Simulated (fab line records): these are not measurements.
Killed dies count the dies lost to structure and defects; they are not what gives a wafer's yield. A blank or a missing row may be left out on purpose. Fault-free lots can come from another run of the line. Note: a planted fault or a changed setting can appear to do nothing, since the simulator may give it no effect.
Struck lot and sound lot, side by side :: flow sky130 :: 17 out of 708 route steps
Sound: wafers L607.3, L607.5, L607.6. Struck: wafer L628.1. (L628.3, L628.6 of the same lot were not struck and are left out.) The cause comes at the end.
Per side, at each step with rows, come the tool, then ch with its chambers, and then its first start. Under that, the readings that differ: sound wafers :: struck wafers :: difference of the means :: sigmas: that difference in standard deviations of wafers without a fault.
alike: words and numbers the same on both sides, and readings whose means are apart by under 2 such deviations; not compared: readings that were withheld, readings missing a value for some wafer, numbers with overlapping values and no deviation given by the record, and bounds like >300 which may hide the same value.
A row with sigmas, a row that says differs or no value, or rows on one side alone: a step with any of these is where the two part. Numbers that have no deviation but don't overlap get no sigmas and don't part them. A reading that every wafer of one side lacks parts them only if that side has two wafers or more.

first, 2 steps without rows for these wafers: SKY_LOCAL_INTERCONNECT_PEB_09; SKY_LOCAL_INTERCONNECT_DEVELOP_10 (develop time 60 s).
SKY_LOCAL_INTERCONNECT_CD_MEAS_11: target cd 170 nm.
  struck on cd sem-02, day 38 08:50; sound on cd sem-02, day 31 13:49
  alike: cd nm
SKY_LOCAL_INTERCONNECT_OVL_MEAS_12:
  struck on overlay-02, day 38 08:57; sound on overlay-02, day 31 13:55
  alike: LOCAL_INTERCONNECT_OVL
SKY_LOCAL_INTERCONNECT_ETCH_13: etches BARC in N2/H2, stops on SiO2, time 45.9 s, target depth 60 nm.
  sound on rie metal-04 ch 0,1, day 31 13:58; struck on rie metal-03 ch 1, day 38 08:59
reading: rf hours counter h (h)
sound: - - -
struck: 9
difference: no value on the sound wafers
sigmas: 
  alike: drypump motor current A, oes product au, throttle valve pct
SKY_LOCAL_INTERCONNECT_METAL_ETCH_14: etches TiN in Cl2/BCl3, stops on PSG, target depth 110 nm, time 31.4 s.
  sound on rie metal-04 ch 0,1, day 31 14:01; struck on rie metal-03 ch 1, day 38 09:03
reading: rf hours counter h (h)
sound: - - -
struck: 9
difference: no value on the sound wafers
sigmas: 
  alike: drypump motor current A, mfc cl2 sccm, oes product au, throttle valve pct
SKY_LOCAL_INTERCONNECT_STRIP_15: strips in O2/N2.
  sound on plasma asher-02 ch 0,1, day 31 14:05; struck on plasma asher-01 ch 1, day 38 09:06
reading: rf hours counter h (h)
sound: - - -
struck: 76
difference: no value on the sound wafers
sigmas: 
  alike: drypump motor current A, oes product au, strip time to endpoint s
then, 3 steps without rows for these wafers: SKY_LOCAL_INTERCONNECT_STRIP_16 (strips in post etch residue remover, time 1200 s); SKY_LOCAL_INTERCONNECT_CLEAN_17 (cleans in IPA, time 180 s); SKY_LOCAL_INTERCONNECT_CLEAN_18 (cleans in O3/DIW).
SKY_CONTACT_CVD_00: deposits Si3N4, target thk 75 nm.
  sound on pecvd-04 ch 1,2, day 31 14:38; struck on pecvd-03 ch 0, day 38 09:47
  alike: heater power w
SKY_CONTACT_THK_MEAS_01:
  struck on film metro-01, day 38 09:50; sound on film metro-02, day 31 14:41
  alike: CONTACT_CVD_00_THK
SKY_CONTACT_HDPCVD_02: deposits SiO2, target thk 565 nm, time 94.2 s.
  sound on hdpcvd-02 ch 0,1, day 31 14:44; struck on hdpcvd-02 ch 0, day 38 09:53
reading: sih4 flow sccm (sccm)
sound: 60.07 60.12 59.85
struck: 72.28
difference: +12.27
sigmas: +72

reading: model.SiO2_of_CONTACT_HDPCVD_02.thk nm (nm)
sound: 550.8 556.1 564.2
struck: 682.3
difference: +125.3
sigmas: 
SKY_CONTACT_THK_MEAS_03:
  struck on film metro-04, day 38 09:58; sound on film metro-02, day 31 14:49
reading: CONTACT_HDPCVD_THK (nm)
sound: 551 556 565
struck: 682
difference: +125
sigmas: +22
SKY_CONTACT_CMP_04: polishes SiO2.
  sound on cmp-01 ch 0,3, day 31 14:55; struck on cmp-02 ch 3, day 38 10:01
reading: time to endpoint s (s)
sound: 81 82 84
struck: 126
difference: +44
sigmas: +11
  alike: motor current A
SKY_CONTACT_BOW_MEAS_05:
  struck on film metro-01, day 38 10:19; sound on film metro-01, day 31 15:12
  alike: CONTACT_BOW
-- the record jumps here: 13 days lie between the struck wafers' starts before and after (it left off in module CONTACT and takes up again in module PAD_OPEN, whose first step shown is number 708 of the route) --
SKY_PAD_OPEN_PROBE_99:
  struck on prober-01, day 51 17:14; sound on prober-01, day 46 20:03
  alike: killed_at_M0_to_M3, killed_at_M4_up, killed at contacts, killed at front end, killed at other, killed dies, killed open, killed short

## WHERE THEY PART
First at SKY_LOCAL_INTERCONNECT_ETCH_13; last, within this record, at SKY_CONTACT_CMP_04. Later steps at which nothing parts them and some readings are alike: SKY_CONTACT_BOW_MEAS_05, SKY_PAD_OPEN_PROBE_99.

WHY: whatever the simulator had introduced
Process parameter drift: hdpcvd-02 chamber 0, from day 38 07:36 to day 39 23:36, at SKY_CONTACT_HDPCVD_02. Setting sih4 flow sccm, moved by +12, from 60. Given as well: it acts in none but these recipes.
